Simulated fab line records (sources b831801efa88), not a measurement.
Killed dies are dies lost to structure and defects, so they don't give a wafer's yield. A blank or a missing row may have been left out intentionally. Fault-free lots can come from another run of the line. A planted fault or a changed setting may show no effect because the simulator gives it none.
2 desks, one fault ; flow sky130 ; what lay behind the numbers comes last; until then each desk has only its own

FROM THE METROLOGY DESK
What the gauges read for every lot (on any tool): the sampled wafers with a number, averaged. A lot is out of limits, marked OUT, if its mean lies more than 4 standard deviations from the usual mean; the brackets give that distance.
Columns: A = POLY_GATE_OXIDATION_THK at SKY_POLY_GATE_THK_MEAS_21, usual 4.02 nm; B = cd-nm at SKY_POLY_GATE_CD_MEAS_22, usual 150.4 nm; C = LDD_N_OVL at SKY_LDD_N_OVL_MEAS_07, usual 0.4 nm
lot;first seen here;A;B;C
L977;day 18 00:55;4.14;150.2;1.4
L982;day 18 09:22;4.03;151.6;-0.1
L993;day 22 08:59;4.03;148.5;0.2
L991;day 22 09:47;3.88;151.6;1.3
L995;day 22 17:46;4.04;151.3;-0.2
L100;day 24 17:19;3.90;153.8;1.7
Finding of this desk: none of the 6 lots has anything out of limits.

TOOL OWNER'S DESK, implanter-04
The tool's own readings at SKY_LDD_N_IMPLANT_10: means of the sampled wafers that have a number, for each lot that ran on this tool. A lot is out of limits, marked OUT, if its mean lies more than 4 standard deviations from the usual mean; the brackets give that distance.
Columns: A = dose-ions-cm2 at SKY_LDD_N_IMPLANT_10, usual 7.499e+13; B = faraday-current-uA at SKY_LDD_N_IMPLANT_10, usual 423
lot;first seen here;A;B
L982;day 19 15:18;7.499e+13;425
L991;day 23 15:49;6.450e+13 (-99 or more) OUT;364 (-7.2) OUT
L995;day 23 23:53;6.448e+13 (-99 or more) OUT;369 (-6.7) OUT
Finding of this desk: L991, L995 out of limits; the first was L991 at day 23 15:49, on dose-ions-cm2 at SKY_LDD_N_IMPLANT_10. In limits: L982.

PUT TOGETHER
The tool owner's desk had the chance to raise an alarm at day 23 15:49 on L991, L995.
Nothing out of limits was seen by the metrology desk.
The metrology desk has L991, L995 on record, within its limits.
Every lot named ran SKY_LDD_N_IMPLANT_10 on implanter-04.

WHAT HAD BEEN PUT IN BY THE SIMULATOR
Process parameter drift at SKY_LDD_N_IMPLANT_10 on implanter-04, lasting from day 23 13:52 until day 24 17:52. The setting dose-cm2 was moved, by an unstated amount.
Lots struck among those shown: L991, L995.
Hours from the fault's start to each desk's first reading out of limits: the tool owner's desk, 2.
